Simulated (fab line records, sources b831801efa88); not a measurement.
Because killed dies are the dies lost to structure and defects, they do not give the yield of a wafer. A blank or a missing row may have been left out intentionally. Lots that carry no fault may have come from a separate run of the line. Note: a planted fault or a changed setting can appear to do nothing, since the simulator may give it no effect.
Comparing a struck lot with a sound one + flow sky130 + 16 out of 708 route steps
Sound: these wafers, L871.1, L871.5, L871.6. Wafers L880.1, L880.4, L880.6 were the ones struck. Last of all comes the cause.
Per side, at each step with rows, come the tool, then ch with its chambers, and then its first start. Under that, the readings that differ: sound wafers + struck wafers + difference of the means + sigmas: that difference in standard deviations of wafers without a fault.
alike: words and numbers the same on both sides, and readings whose means are apart by under 2 such deviations; not compared: readings that were withheld, readings missing a value for some wafer, numbers with overlapping values and no deviation given by the record, and bounds like >300 which may hide the same value.
Wherever a step has rows on one side only, a row that says differs or no value, or a row with sigmas, the two part there. When numbers do not overlap yet have no deviation, they are printed without sigmas and do not part them. A reading that every wafer of one side lacks parts them only if that side has two wafers or more.

first, 5 steps without rows for these wafers: SKY_POLY_GATE_COAT_08 (resist thk 450 nm); SKY_POLY_GATE_SOFTBAKE_09 (time 90 s); SKY_POLY_GATE_EXPOSE_10 (exposes mask P1M, target cd 150 nm); SKY_POLY_GATE_PEB_11; SKY_POLY_GATE_DEVELOP_12 (develop time 60 s).
SKY_POLY_GATE_CD_MEAS_13 targets a cd of 150 nm.
  sound: cdSem-01 at day 17 21:23; struck: cdSem-01 at day 23 00:35
  alike: cdNm
SKY_POLY_GATE_OVL_MEAS_14:
  sound: overlay-01 at day 17 21:30; struck: overlay-02 at day 23 00:42
  alike: POLY_GATE_OVL
SKY_POLY_GATE_ETCH_15: etches BARC in N2/H2, stops on SiO2, time 118.5 s, target depth 110 nm.
  sound on rieDiel-04 ch 0,1, day 17 21:32; struck on rieDiel-01 ch 0,3, day 23 00:44
  alike: biasW, drypumpMotorCurrentA, oesProductAu, throttleValvePct
  not compared: rfHoursCounterH
SKY_POLY_GATE_ETCH_16: etches Si3N4 in CH3F/O2, stops on poly-Si, time 147.5 s, target depth 75 nm.
  sound on rieDiel-04 ch 0,1, day 17 21:37; struck on rieDiel-01 ch 0,3, day 23 00:49
| reading             | sound             | struck            | difference | sigmas |
|---------------------|-------------------|-------------------|------------|--------|
| oesProductAu (a.u.) | 0.645 0.626 0.632 | 0.644 0.647 0.649 | +0.012     | +2     |
  alike: biasW, drypumpMotorCurrentA, throttleValvePct
  not compared: rfHoursCounterH
SKY_POLY_GATE_ETCH_17: etches poly-Si in HBr/Cl2, stops on SiO2, target depth 180 nm, time 70.5 s.
  sound on rieSi-01 ch 1,2,3, day 17 21:43; struck on rieSi-01 ch 0,2, day 23 00:55
  alike: biasW, drypumpMotorCurrentA, oesProductAu, throttleValvePct
  not compared: rfHoursCounterH
SKY_POLY_GATE_STRIP_18: strips in O2/N2.
  sound on plasmaAsher-02 ch 0,1, day 17 21:46; struck on plasmaAsher-01 ch 0,1, day 23 00:58
  alike: drypumpMotorCurrentA, oesProductAu, stripTimeToEndpointS
  not compared: rfHoursCounterH
then, 1 step without rows for these wafers: SKY_POLY_GATE_CLEAN_19 (cleans in SC1/SC2, time 150 s).
SKY_POLY_GATE_OXIDATION_20: stabilise 600 s, purge 300 s, target thk 4 nm.
  sound on furnace-01 ch 0, day 17 23:19; struck on furnace-02 ch 0, day 23 02:12
| reading                                         | sound                | struck               | difference | sigmas      |
|-------------------------------------------------|----------------------|----------------------|------------|-------------|
| spikeTcBottomC (C)                              | 871.1 870.0 870.9    | 880.6 880.0 880.6    | +9.7       | +5          |
| spikeTcCentreC (C)                              | 850.5 849.8 851.1    | 862.2 863.1 862.1    | +12.0      | +7          |
| spikeTcLowerC (C)                               | 849.1 849.7 852.6    | 864.7 862.6 862.6    | +12.8      | +12         |
| spikeTcTopC (C)                                 | 863.4 862.4 861.6    | 872.7 875.1 872.8    | +11.1      | +6          |
| spikeTcUpperC (C)                               | 848.6 849.2 850.2    | 866.6 865.4 866.3    | +16.8      | +13         |
| tubeCenterTempC (C)                             | 849.98 849.98 850.13 | 863.96 863.99 863.99 | +13.95     | +99 or more |
| tube_center_temp_C_max                          | 852.1 852.1 852.3    | 865.5 866.3 866.0    | +13.8      | +35         |
| zonePowerTopPct (%)                             | 37.1 36.7 36.9       | 38.6 39.0 38.3       | +1.7       | +5          |
| model.SiO2_of_POLY_GATE_OXIDATION_20.thkNm (nm) | 3.99 4.049 4.041     | 4.755 4.746 4.641    | +0.687     |             |
SKY_POLY_GATE_THK_MEAS_21:
  sound: filmMetro-04 at day 18 00:34; struck: filmMetro-03 at day 23 03:27
| reading                      | sound          | struck         | difference | sigmas |
|------------------------------|----------------|----------------|------------|--------|
| POLY_GATE_OXIDATION_THK (nm) | 4.00 4.04 4.05 | 4.71 4.74 4.63 | +0.66      | +9     |
SKY_POLY_GATE_CD_MEAS_22:
  sound: cdSem-02 at day 18 00:38; struck: cdSem-02 at day 23 03:31
  alike: cdNm
-- the record jumps here: 27 days lie between the struck wafers' starts before and after (it left off in module POLY_GATE and takes up again in module PAD_OPEN, whose first step shown is number 708 of the route) --
SKY_PAD_OPEN_PROBE_99:
  sound: prober-02 at day 46 23:58; struck: prober-02 at day 50 02:40
| reading                      | sound             | struck            | difference | sigmas |
|------------------------------|-------------------|-------------------|------------|--------|
| model.etest.tipP.rsOhmSq     | 6758 6849 6802    | 6955 6963 6942    | +150       |        |
| model.etest.tipN.rsOhmSq     | 444.1 438 444.5   | 454.6 456.5 453   | +12.5      |        |
| model.etest.resPdiff.rsOhmSq | 194.9 194.9 196.7 | 203.7 203.3 203.2 | +7.9       |        |
  alike: killed_at_M0_to_M3, killed_at_M4_up, killedAtContacts, killedAtFrontEnd, killedAtOther, killedDies, killedOpen, killedShort
  not compared: model.etest.tipSonos.rsOhmSq

## WHERE THEY PART
Earliest at SKY_POLY_GATE_ETCH_16; latest, in this record, at SKY_POLY_GATE_THK_MEAS_21. Later steps at which nothing parts them and some readings are alike: SKY_POLY_GATE_CD_MEAS_22, SKY_PAD_OPEN_PROBE_99.

WHY: what had been put in by the simulator
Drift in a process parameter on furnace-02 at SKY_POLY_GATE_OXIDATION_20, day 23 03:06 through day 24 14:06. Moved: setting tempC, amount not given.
